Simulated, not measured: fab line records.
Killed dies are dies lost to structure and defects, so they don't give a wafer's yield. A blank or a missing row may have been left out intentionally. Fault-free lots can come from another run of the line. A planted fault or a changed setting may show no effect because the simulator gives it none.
fab line records | flow gf180mcu
[record] lots = 7 wafers = 21 last-day = 34
route steps=602 shown M2@381 V2@382
lots that met no fault: taken from a fault-free run of the same line
start-h: start of the lot's first displayed wafer, in hours after the record's first day | wait-h: hours elapsed since this lot's preceding step | " same as the row above | L1.1+2: a single row standing in for several wafers | - either no value or no given start | * or withheld: withheld | < > ~ a bound
route shown NAME@n: NAME is a module with steps in the file, n the number in the route of the first one | usual: mean and standard deviation over wafers with no fault | same: alike in all rows | chamber/n: place in a boat | sites: per-site readings | _std_site: the values' standard deviation | _edge_site: outer sites' mean less inner sites' | radius-mm: for every site, how far away it sits from the centre of the wafer | mask NAME#n: copy n | behind: the most recent tool/chamber to have shaped the wafer | hold: reason for holding the lot/hours on hold/outcome of the hold | device: whichever transistor did not switch (one of n, p or np) | end of line: the same wafers' tests at the end of the route | for a step that has no rows: nothing shown but its recipe | killed: not the wafer's yield, but the dies lost to structure and defects at the first sort | map: per-die view of a wafer (x killed, . not killed, _ where there is no die)
set.NAME: the run value of the setting; set.NAME@STEP: its run value at that earlier step | model.NAME: the simulator's own value behind a step, which no gauge read
a table for each step, a row for each wafer; lots at some steps of the route
services: from which hour (start-h, from the record's first day; less than 0 if before it) a tool's chamber was out of use, for how many hours, and why
[[steps]]
[step GF_M2_CLEAN_19]
[recipe] chemistry = DIW dry = n2-spin
[step GF_V2_CVD_00]
[recipe] material = SiO2 target-thk-nm = 600 sigma-open-frac = 0.3 temp-c = 400 time-s = 100 sih4-flow-sccm = 60 pressure-mtorr = 6
[step GF_V2_THK_MEAS_01]
[recipe] reads = SiO2_of_V2_CVD_00
[usual] V2_CVD_00_THK = 601/6
// columns lot.wafer tool chamber start-h wait-h V2_CVD_00_THK[nm]
L102.1 film-metro-03 - 457.09 0.0 598
L102.2 " - " " 600
L102.6 " - " " 608
L110.2 film-metro-03 - 519.74 0.0 601
L110.4 " - " " 604
L110.5 " - " " 609
L113.3 film-metro-03 - 541.64 0.1 594
L113.5 " - " " 607
L113.6 " - " " 596
L114.4 film-metro-03 - 551.29 0.0 597
L114.5 " - " " 605
L114.6 " - " " 610
L115.3 film-metro-03 - 556.82 0.1 594
L115.4 " - " " 590
L115.5 " - " " 602
L122.1 film-metro-04 - 607.86 0.0 594
L122.2 " - " " 600
L122.6 " - " " 599
L124.3 film-metro-03 - 626.69 0.1 603
L124.5 " - " " 603
L124.6 " - " " 609
[step GF_V2_CVD_02]
[recipe] material = SiO2 target-thk-nm = 850 precursor = TEOS temp-c = 400 time-s = 94.851 rf-w = 600
[usual] heater-power-w = 645/84
// columns lot.wafer tool chamber start-h wait-h heater-power-w
L102.1 pecvd-03 2 457.15 0.1 534
L102.2 " 1 " " 775
L102.6 " 2 " " 552
L110.2 pecvd-03 0 519.79 0.0 608
L110.4 " 1 " " 643
L110.5 " 2 " " 488
L113.3 pecvd-01 2 541.68 0.0 682
L113.5 " 0 " " 578
L113.6 " 2 " " 730
L114.4 pecvd-03 2 551.35 0.1 531
L114.5 " 1 " " 684
L114.6 " 0 " " 605
L115.3 pecvd-01 0 556.86 0.0 659
L115.4 " 1 " " 489
L115.5 " 0 " " 687
L122.1 pecvd-02 1 607.92 0.1 714
L122.2 " 2 " " 610
L122.6 " 1 " " 758
L124.3 pecvd-02 2 626.73 0.0 587
L124.5 " 2 " " 634
L124.6 " 1 " " 784
[step GF_V2_THK_MEAS_03]
[recipe] reads = SiO2_of_V2_CVD_02
[usual] V2_CVD_02_THK = 851/12
// columns lot.wafer tool chamber start-h wait-h V2_CVD_02_THK[nm]
L102.1 film-metro-04 - 457.22 0.0 832
L102.2 " - " " 832
L102.6 " - " " 851
L110.2 film-metro-04 - 519.87 0.0 848
L110.4 " - " " 853
L110.5 " - " " 845
L113.3 film-metro-01 - 541.77 0.1 849
L113.5 " - " " 876
L113.6 " - " " 859
L114.4 film-metro-01 - 551.41 0.0 862
L114.5 " - " " 857
L114.6 " - " " 869
L115.3 film-metro-04 - 556.95 0.1 855
L115.4 " - " " 851
L115.5 " - " " 859
L122.1 film-metro-04 - 607.99 0.0 863
L122.2 " - " " 853
L122.6 " - " " 873
L124.3 film-metro-01 - 626.82 0.1 839
L124.5 " - " " 845
L124.6 " - " " 871
[step GF_V2_CMP_04]
[recipe] material = SiO2 down-force-psi = 4 platen-rpm = 60 pad-velocity-m-s = 0.94248
[usual] motor-current-A = 12.3/1 time-to-endpoint-s = 79/6.5
// columns lot.wafer tool chamber start-h wait-h motor-current-A time-to-endpoint-s
L102.2 cmp-01 1 457.28 0.0 11.8 67
L102.1 " 3 " " 11.3 69
L102.6 " 2 " " 12.5 75
L110.4 cmp-02 1 519.92 0.0 12.7 77
L110.2 " 3 " " 12.8 76
L110.5 " 1 " " 12.8 70
L113.3 cmp-02 0 541.91 0.1 10.4 79
L113.5 " 2 " " 12.5 95
L113.6 " 3 " " 12.4 83
L114.4 cmp-02 0 551.54 0.1 10.5 90
L114.5 " 2 " " 13.2 87
L114.6 " 3 " " 12.5 85
L115.3 cmp-01 2 557.04 0.1 11.9 74
L115.4 " 3 " " 10.8 74
L115.5 " 1 " " 11.8 78
L122.1 cmp-01 1 608.10 0.1 12.0 88
L122.2 " 2 " " 12.9 85
L122.6 " 1 " " 12.6 93
L124.3 cmp-02 1 626.86 0.0 12.8 70
L124.6 " 1 " " 13.8 81
L124.5 " 2 " " 13.1 77
[step GF_V2_BOW_MEAS_05]
[recipe] mode = bow
[usual] V2_BOW = 99/8.5
// columns lot.wafer tool chamber start-h wait-h V2_BOW[um]
L102.1 film-metro-01 - 457.58 0.1 89
L102.2 " - " " 89
L102.6 " - " " 78
L110.2 film-metro-03 - 520.24 0.2 96
L110.4 " - " " 90
L110.5 " - " " 97
L113.3 film-metro-03 - 542.15 0.2 100
L113.5 " - " " 106
L113.6 " - " " 114
L114.4 film-metro-03 - 551.80 0.2 99
L114.5 " - " " 95
L114.6 " - " " 106
L115.3 film-metro-04 - 557.33 0.2 101
L115.4 " - " " 112
L115.5 " - " " 108
L122.1 film-metro-01 - 608.35 0.2 89
L122.2 " - " " 103
L122.6 " - " " 106
L124.3 film-metro-01 - 627.20 0.3 85
L124.5 " - " " 82
L124.6 " - " " 95
[step GF_V2_DEHYDRATE_06]
[recipe] temp-c = 200 time-s = 60
[step GF_V2_HMDS_07]
[recipe] prime-time-s = 60 prime-temp-c = 120
[step GF_V2_COAT_08]
[recipe] resist = BARC temp-c = withheld time-s = withheld spin-rpm = withheld resist-thk-nm = withheld
[step GF_V2_COAT_09]
[recipe] resist = KrF spin-rpm = withheld resist-thk-nm = 1000
[step GF_V2_SOFTBAKE_10]
[recipe] temp-c = 130 time-s = 60 resist = KrF
[step GF_V2_EXPOSE_11]
[recipe] mask-id = Via2 target-cd-nm = 260 na = 0.68 source-shape = conventional sigma-outer = 0.6 dose-mj = 38
[usual] exposure-dose-mJ-cm2 = 37.96/0.038 focus-offset-nm = 0.0/0.56 sigma-outer = 0.6/0
// columns lot.wafer tool chamber start-h wait-h mask exposure-dose-mJ-cm2 focus-offset-nm sigma-outer
L102.1 krf-scanner-02 0 469.16 - Via2#0 37.92 1.0 0.6
L102.2 " 0 " " Via2#0 37.96 0.9 0.6
L102.6 " 0 " " Via2#0 38.00 0.6 0.6
L110.2 krf-scanner-02 0 532.14 - Via2#0 38.00 -0.5 0.6
L110.4 " 0 " " Via2#0 38.00 -0.3 0.6
L110.5 " 0 " " Via2#0 37.95 -0.1 0.6
L113.3 krf-scanner-01 - 554.01 - Via2#0 - - -
L113.5 " - " " Via2#0 - - -
L113.6 " - " " Via2#0 - - -
L114.4 krf-scanner-01 - 562.57 - Via2#0 - - -
L114.5 " - " " Via2#0 - - -
L114.6 " - " " Via2#0 - - -
L115.3 krf-scanner-02 - 568.33 - Via2#0 - - -
L115.4 " - " " Via2#0 - - -
L115.5 " - " " Via2#0 - - -
L122.1 krf-scanner-01 0 619.02 - Via2#0 38.03 0.0 0.6
L122.2 " 0 " " Via2#0 37.98 0.6 0.6
L122.6 " 0 " " Via2#0 38.03 0.5 0.6
L124.3 krf-scanner-02 0 637.63 - Via2#0 37.94 0.0 0.6
L124.5 " 0 " " Via2#0 37.94 -0.1 0.6
L124.6 " 0 " " Via2#0 37.94 0.8 0.6
[step GF_V2_PEB_12]
[recipe] peb-temp-c = 135 peb-time-s = 90 resist = KrF
[[services]]
// columns tool chamber start-h hours kind
krf-scanner-02 - 450.50 1.5 repair
cmp-02 - 463.94 9.9 repair
krf-scanner-02 - 471.54 0.8 pm
krf-scanner-01 - 472.29 1.0 pm
krf-scanner-02 - 472.84 0.4 repair
cmp-01 - 485.75 0.5 repair
krf-scanner-01 - 488.78 7.1 repair
krf-scanner-01 - 497.99 0.9 repair
krf-scanner-01 - 498.86 1.3 pm
krf-scanner-02 - 507.47 1.1 repair
krf-scanner-01 - 514.44 1.5 pm
krf-scanner-02 - 519.09 1.3 pm
pecvd-03 - 530.58 0.3 repair
krf-scanner-01 - 539.05 0.8 pm
krf-scanner-02 - 541.83 1.0 pm
cmp-02 - 557.79 5.1 pm
cmp-02 - 572.00 4.0 pm
pecvd-03 - 590.69 5.5 pm
pecvd-03 - 596.15 14.0 pm
cmp-02 - 597.93 15.6 pm
krf-scanner-01 - 604.23 4.0 pm
pecvd-03 - 610.15 14.6 pm
cmp-02 - 614.78 1.0 repair
cmp-01 - 633.03 0.3 repair
[[key]]
[first-sign] step = GF_V2_EXPOSE_11 reading = tool-record direction = missing
effect none on later readings
met-at GF_V2_EXPOSE_11
struck-wafers L113.3,L113.5,L113.6,L114.4,L114.5,L114.6,L115.3,L115.4,L115.5
later-rows-left-out L113.3,L113.5,L113.6,L114.4,L114.5,L114.6,L115.3,L115.4,L115.5
sort-left-out L113.3,L113.5,L113.6,L114.4,L114.5,L114.6,L115.3,L115.4,L115.5
onset-between 532.14 554.01
[fault] kind = skipped-step-whole tool = krf-scanner-01,krf-scanner-02 chamber = - onset-h = 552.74 steps = GF_V2_EXPOSE_11 scope = struck-lots-only
// sort-left-out: the simulated sort isn't trusted on such a fault, so these wafers' sort isn't shown, and their yield isn't known
// later-rows-left-out: the simulator's readings of these wafers behind a module that went badly wrong aren't trusted and aren't shown, but for the sort
